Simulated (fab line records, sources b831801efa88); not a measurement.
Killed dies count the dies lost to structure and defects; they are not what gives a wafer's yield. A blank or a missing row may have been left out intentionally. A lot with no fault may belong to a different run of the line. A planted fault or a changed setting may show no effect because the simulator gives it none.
Matching of chambers + flow sky130 + SKY_FIELD_ISO_CMP_27 on cmp-01: 4 sister chambers
The step polishes, stops on Si3N4, t overpolish 16 s, target thk 457.8 nm. 8 wafers are shown with their chamber, then 7 later ones without.

## EACH WAFER AND ITS CHAMBER
| wafer  | chamber | motorCurrentA (A) | overpolishRunS (s) |
|--------|---------|-------------------|--------------------|
| L474.2 | 0       | 9.7               | 16.008             |
| L478.5 | 3       | 11.4              | 15.991             |
| L478.6 | 2       | 10.9              | 15.997             |
| L485.1 | 1       | 13.9              | 16.017             |
| L485.2 | 2       | 12.0              | 15.975             |
| L485.6 | 1       | 13.4              | 15.981             |
| L489.4 | 0       | 9.7               | 16.002             |
| L489.5 | 3       | 10.4              | 15.998             |

## WAFERS WITHOUT THEIR CHAMBER
| wafer  | motorCurrentA (A) | overpolishRunS (s) |
|--------|-------------------|--------------------|
| L489.6 | 9.9               | 16.021             |
| L491.1 | 10.3              | 16.002             |
| L491.2 | 11.5              | 15.992             |
| L491.5 | 13.0              | 16.009             |
| L492.3 | 14.1              | 16.000             |
| L492.4 | 10.8              | 15.997             |
| L492.6 | 11.6              | 16.008             |

## WHICH CHAMBER EACH ONE RAN IN
| wafer  | from the rows above          | in truth |
|--------|------------------------------|----------|
| L489.6 | can't be placed: 0 or 3      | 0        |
| L491.1 | can't be placed: 0 or 3 or 2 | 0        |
| L491.2 | can't be placed: 2 or 3      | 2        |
| L491.5 | can't be placed: 1 or 2      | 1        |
| L492.3 | 1                            | 1        |
| L492.4 | can't be placed: 3 or 2 or 0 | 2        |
| L492.6 | can't be placed: 2 or 3 or 0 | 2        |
Correctly placed: 1 of 7. From these rows, 6 cannot be placed; in 6 the true chamber is one of the candidates. Placed wrongly: 0.
How it was worked out, from the rows above alone: a wafer's distance from a chamber is the root of the sum, over the readings, of the square of ((its reading less the chamber's mean) divided by the reading's scatter). The wafer belongs to the nearest chamber; if the next one is less than 2 further off, it can't be placed. The mean given for a chamber averages the wafers shown for that chamber. How the scatter is found: for the shown wafers, subtract from each reading the mean of its chamber, square and add these, divide the total by (wafers less chambers), then take the root.
